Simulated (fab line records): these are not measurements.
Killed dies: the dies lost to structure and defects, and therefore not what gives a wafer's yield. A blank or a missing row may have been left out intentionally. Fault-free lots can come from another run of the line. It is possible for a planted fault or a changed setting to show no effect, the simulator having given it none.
Chamber matching / flow gf180mcu / GF_V3_CMP_04 on cmp-02: 4 sister chambers
The step polishes SiO2. 4 wafers are shown with their chamber, then 12 later ones without.

## EACH WAFER AND ITS CHAMBER
wafer=L086.4; chamber=3; motor current A (A)=11.2
wafer=L092.1; chamber=2; motor current A (A)=12.0
wafer=L092.2; chamber=0; motor current A (A)=12.5
wafer=L092.5; chamber=1; motor current A (A)=13.5

## WAFERS WITHOUT THEIR CHAMBER
wafer=L093.2; motor current A (A)=13.6
wafer=L093.4; motor current A (A)=13.0
wafer=L093.6; motor current A (A)=11.3
wafer=L094.1; motor current A (A)=12.6
wafer=L094.5; motor current A (A)=13.1
wafer=L094.6; motor current A (A)=10.9
wafer=L096.1; motor current A (A)=12.6
wafer=L096.5; motor current A (A)=13.2
wafer=L096.6; motor current A (A)=12.7
wafer=L097.1; motor current A (A)=12.1
wafer=L097.2; motor current A (A)=13.3
wafer=L097.4; motor current A (A)=11.6

## THE CHAMBER EACH PASSED THROUGH
wafer=L093.2; from the rows above=1; in truth=1
wafer=L093.4; from the rows above=can't be placed: 0 or 1 or 2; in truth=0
wafer=L093.6; from the rows above=3; in truth=3
wafer=L094.1; from the rows above=can't be placed: 0 or 2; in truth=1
wafer=L094.5; from the rows above=can't be placed: 1 or 0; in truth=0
wafer=L094.6; from the rows above=3; in truth=3
wafer=L096.1; from the rows above=can't be placed: 0 or 2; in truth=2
wafer=L096.5; from the rows above=can't be placed: 1 or 0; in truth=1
wafer=L096.6; from the rows above=can't be placed: 0 or 2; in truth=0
wafer=L097.1; from the rows above=can't be placed: 2 or 0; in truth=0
wafer=L097.2; from the rows above=1; in truth=1
wafer=L097.4; from the rows above=can't be placed: 2 or 3 or 0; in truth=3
4 of 12 placed correctly. From these rows, 8 cannot be placed; in 7 the true chamber is one of the candidates. Placed wrongly: 0.
How it was worked out, from the rows above alone: a wafer's distance from a chamber is the root of the sum, over the readings, of the square of ((its reading less the chamber's mean) divided by the reading's scatter). If the next closest chamber is less than 2 further off than the closest, the wafer can't be placed; otherwise it belongs to the closest. Each chamber's mean is taken over the wafers shown for it. The scatter: root of mean squared gap, hidden wafer to nearest shown wafer, with one shown wafer a chamber.
